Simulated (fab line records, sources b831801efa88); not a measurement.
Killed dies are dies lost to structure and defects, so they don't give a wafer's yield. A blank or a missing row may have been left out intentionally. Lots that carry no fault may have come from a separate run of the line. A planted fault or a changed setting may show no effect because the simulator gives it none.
Matching of chambers || flow sky130 || cmp-01 running SKY_LI_CONTACT_CMP_24: 4 sister chambers
The step polishes, stops on PSG, t overpolish 20 s, target thk 0 nm. 4 wafers are shown with their chamber, then 11 later ones without.

WAFERS WITH THEIR CHAMBER
{"wafer": "L130.4", "chamber": 1, "motorCurrentA (A)": 11.4}
{"wafer": "L132.2", "chamber": 2, "motorCurrentA (A)": 13.0}
{"wafer": "L132.5", "chamber": 0, "motorCurrentA (A)": 11.9}
{"wafer": "L136.3", "chamber": 3, "motorCurrentA (A)": 11.6}

WAFERS MISSING THEIR CHAMBER
{"wafer": "L136.4", "motorCurrentA (A)": 12.4}
{"wafer": "L136.6", "motorCurrentA (A)": 11.2}
{"wafer": "L138.2", "motorCurrentA (A)": 12.2}
{"wafer": "L138.4", "motorCurrentA (A)": 13.0}
{"wafer": "L138.6", "motorCurrentA (A)": 11.7}
{"wafer": "L139.1", "motorCurrentA (A)": 12.7}
{"wafer": "L139.4", "motorCurrentA (A)": 11.8}
{"wafer": "L139.6", "motorCurrentA (A)": 11.9}
{"wafer": "L140.1", "motorCurrentA (A)": 10.7}
{"wafer": "L140.2", "motorCurrentA (A)": 12.4}
{"wafer": "L140.6", "motorCurrentA (A)": 13.2}

WHICH CHAMBER EACH ONE RAN IN
{"wafer": "L136.4", "from the rows above": "can't be placed: 0 or 2 or 3 or 1", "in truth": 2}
{"wafer": "L136.6", "from the rows above": "can't be placed: 1 or 3 or 0", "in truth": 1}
{"wafer": "L138.2", "from the rows above": "can't be placed: 0 or 3 or 1 or 2", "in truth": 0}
{"wafer": "L138.4", "from the rows above": 2, "in truth": 2}
{"wafer": "L138.6", "from the rows above": "can't be placed: 3 or 0 or 1", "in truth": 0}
{"wafer": "L139.1", "from the rows above": "can't be placed: 2 or 0", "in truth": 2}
{"wafer": "L139.4", "from the rows above": "can't be placed: 0 or 3 or 1", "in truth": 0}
{"wafer": "L139.6", "from the rows above": "can't be placed: 0 or 3 or 1", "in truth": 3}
{"wafer": "L140.1", "from the rows above": "can't be placed: 1 or 3 or 0", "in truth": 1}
{"wafer": "L140.2", "from the rows above": "can't be placed: 0 or 2 or 3 or 1", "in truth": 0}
{"wafer": "L140.6", "from the rows above": 2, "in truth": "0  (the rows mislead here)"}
1 of 11 placed correctly. Not placeable from these rows: 9 (in 9, the candidates include the true chamber). Placed wrongly: 1.
How it was worked out, from the rows above alone: a wafer's distance from a chamber is the root of the sum, over the readings, of the square of ((its reading less the chamber's mean) divided by the reading's scatter). If the next closest chamber is less than 2 further off than the closest, the wafer can't be placed; otherwise it belongs to the closest. A chamber's mean is the mean of its shown wafers. The scatter (one wafer shown for each chamber): square how far every hidden wafer sits from the nearest shown wafer, average those squares and take the square root.
